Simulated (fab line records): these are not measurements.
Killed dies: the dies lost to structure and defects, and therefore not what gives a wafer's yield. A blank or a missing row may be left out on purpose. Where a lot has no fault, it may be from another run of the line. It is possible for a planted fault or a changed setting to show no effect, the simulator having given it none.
Which tool is to blame? | flow sky130 | 12 lots, 36 wafers sampled, at 1 step of a route of 708

## WHAT EACH GAUGE READ, for each wafer
SKY_METAL1_CD_MEAS_15: the cd target is 140 nm. Usual: cdNm at 139.7 nm, with a standard deviation of 1.5.
lot  | measured     | on       | cdNm (nm)         | flag
L790 | day 34 03:10 | cdSem-02 | 139.2 140.3 138.8 | 
L791 | day 34 06:54 | cdSem-01 | 140.3 140.8 140.7 | 
L792 | day 34 11:13 | cdSem-02 | 138.5 139.0 139.1 | 
L793 | day 35 06:04 | cdSem-02 | 137.7 138.3 138.1 | 
L795 | day 35 12:35 | cdSem-01 | 140.2 139.5 138.7 | 
L796 | day 35 17:01 | cdSem-02 | 139.4 139.5 139.3 | 
L797 | day 36 14:18 | cdSem-02 | 140.6 140.9 139.4 | 
L798 | day 36 15:56 | cdSem-02 | 141.0 140.7 141.1 | 
L799 | day 36 19:25 | cdSem-01 | 139.5 138.3 139.4 | 
L805 | day 38 18:59 | cdSem-02 | 141.0 140.4 141.5 | 
L809 | day 39 19:46 | cdSem-02 | 139.6 139.8 140.6 | 
L810 | day 39 23:36 | cdSem-02 | 140.1 139.4 140.0 | 

## WHAT TOOL EACH LOT RAN ON (gives the tool, then ch and the chambers of the sampled wafers, and finally the start)
Before these readings, the record contains no process step.

## AS READ BY THE TOOLS THEMSELVES (means over the sampled wafers that have a number; for cases with no such wafer, the mark the record gives instead)
The record holds no such reading with a usual standard deviation.

## THE ANSWER, worked out from the rows above alone
Rule: take the mean of a lot's wafers that have a number; if it is more than 3 standard deviations from the usual mean, the lot is off. A lot without any number at a reading at which 4 lots or more have one is off too. All remaining lots with rows at the step are treated as sound. After the gauges, taken in route order, come the tools' own readings; for these a lot's mean is taken, as printed above. The first step at which some lot is off is used, and at that step the reading that is off furthest; a lot without a number counts as furthest.
No lot is off at any reading shown: from this, nothing can be told.

## WHAT THE SIMULATOR PUT IN
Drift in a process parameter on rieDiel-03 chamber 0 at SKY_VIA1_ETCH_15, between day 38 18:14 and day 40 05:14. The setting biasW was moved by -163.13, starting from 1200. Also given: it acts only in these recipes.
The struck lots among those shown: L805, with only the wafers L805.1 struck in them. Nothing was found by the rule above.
